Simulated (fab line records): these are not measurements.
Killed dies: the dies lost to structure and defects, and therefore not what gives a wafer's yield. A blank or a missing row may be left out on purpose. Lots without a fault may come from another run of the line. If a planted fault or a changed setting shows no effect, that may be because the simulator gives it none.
Struck lot and sound lot, side by side | flow gf180mcu | 18 out of 602 route steps
Sound: wafers L918.4, L918.5, L918.6. Struck: wafers L929.1, L929.5 (left out: L929.6, a lot-mate that was not struck); the cause follows at the end.
For every step that has rows: the tool of each side, followed by ch and its chambers, followed by its first start. Under that, the readings that differ: sound wafers | struck wafers | difference of the means | sigmas: that difference in standard deviations of wafers without a fault.
alike: readings whose means differ by less than 2 such deviations, and words and numbers that are the same on both sides. not compared: withheld readings, readings that some wafer has no value for, bounds like >300 that may hide the same value, and numbers for which the record gives no deviation and whose values overlap.
Wherever a step has rows on one side only, a row that says differs or no value, or a row with sigmas, the two part there. Numbers that don't overlap but have no deviation are shown without sigmas and don't part them. A reading that every wafer of one side lacks parts them only if that side has two wafers or more.

first, 3 steps without rows for these wafers: GF_V2_EXPOSE_11 (exposes mask Via2, target cd 260 nm); GF_V2_PEB_12 (peb time 90 s); GF_V2_DEVELOP_13 (develop time 60 s).
GF_V2_CD_MEAS_14: target cd 260 nm.
  sound on cdSem-02 at day 23 00:35; struck on cdSem-01 at day 27 03:43
  alike: cdNm
GF_V2_OVL_MEAS_15:
  sound on overlay-02 at day 23 00:40; struck on overlay-02 at day 27 03:50
  alike: V2_OVL
GF_V2_ETCH_16: etches BARC in N2/H2.
  sound on rieDiel-02 ch 1,2,3, day 23 00:41; struck on rieDiel-02 ch 2,3, day 27 03:53
  alike: drypumpMotorCurrentA, h2FlowSccm, oesProductAu, throttleValvePct
then, 1 step without rows for these wafers: GF_V2_ETCH_17 (etches SiO2 in C4F8/O2/Ar, stops on TiN, target depth 630 nm).
GF_V2_STRIP_18: strips in O2/N2.
  sound on plasmaAsher-01 ch 0,1, day 23 00:50; struck on plasmaAsher-04 ch 0,1, day 27 04:00
  alike: drypumpMotorCurrentA, heaterPowerW, oesProductAu
  not compared: rfHoursCounterH
then, 2 steps without rows for these wafers: GF_V2_STRIP_19 (strips in post etch residue remover, time 1200 s); GF_V2_CLEAN_20 (cleans in DIW).
GF_V2_SPUTTER_21: material Ti, target thk 15 nm, time 80.02 s.
  sound on pvdSputter-01 at day 23 01:21; struck on pvdSputter-01 at day 27 04:33
  alike: cathodeDcPowerW, throttleValvePct
GF_V2_SPUTTER_22: material TiN, target thk 10 nm, time 40 s.
  sound on pvdSputter-01 at day 23 01:25; struck on pvdSputter-01 at day 27 04:37
  alike: cathodeDcPowerW, throttleValvePct
GF_V2_CVD_23: deposits W, target thk 350 nm, time 104.94 s.
  sound on cvdW-02 ch 0,1, day 23 01:29; struck on cvdW-01 ch 1, day 27 04:39
reading                         | sound             | struck    | difference | sigmas
model.W_of_V2_CVD_23.thkNm (nm) | 356.9 343.9 355.2 | 664.2 663 | +311.6     | 
  alike: heaterPowerW
GF_V2_RS_MEAS_24: a four-point-probe measurement.
  sound on filmMetro-04 at day 23 01:37; struck on filmMetro-03 at day 27 04:46
reading          | sound             | struck      | difference | sigmas
V2_W_RS (ohm/sq) | 0.320 0.333 0.322 | 0.171 0.172 | -0.154     | -30
GF_V2_THK_MEAS_25: measures by xrf.
  sound on filmMetro-04 at day 23 01:43; struck on filmMetro-03 at day 27 04:53
reading       | sound       | struck | difference                    | sigmas
V2_W_THK (nm) | 360 345 354 | - -    | no value on the struck wafers | 
GF_V2_CMP_26: polishes, stops on SiO2, t overpolish 15 s, target thk 0 nm.
  sound on cmp-02 ch 0,3, day 23 01:47; struck on cmp-02 ch 0, day 27 04:59
reading             | sound    | struck  | difference | sigmas
timeToEndpointS (s) | 83 82 82 | 157 157 | +75        | +23
  alike: motorCurrentA
GF_M3_SPUTTER_00: material Ti, target thk 37.5 nm, time 150 s.
  sound on pvdSputter-02 at day 23 02:02; struck on pvdSputter-02 at day 27 05:14
  alike: cathodeDcPowerW, throttleValvePct
GF_PASSIVATION_PROBE_99:
  the record holds rows for the sound wafers here (prober-02, day 31 09:44) but none for the struck ones

## WHERE THEY PART
Earliest at GF_V2_RS_MEAS_24; latest, in this record, at GF_PASSIVATION_PROBE_99.

WHY: what the simulator had put in
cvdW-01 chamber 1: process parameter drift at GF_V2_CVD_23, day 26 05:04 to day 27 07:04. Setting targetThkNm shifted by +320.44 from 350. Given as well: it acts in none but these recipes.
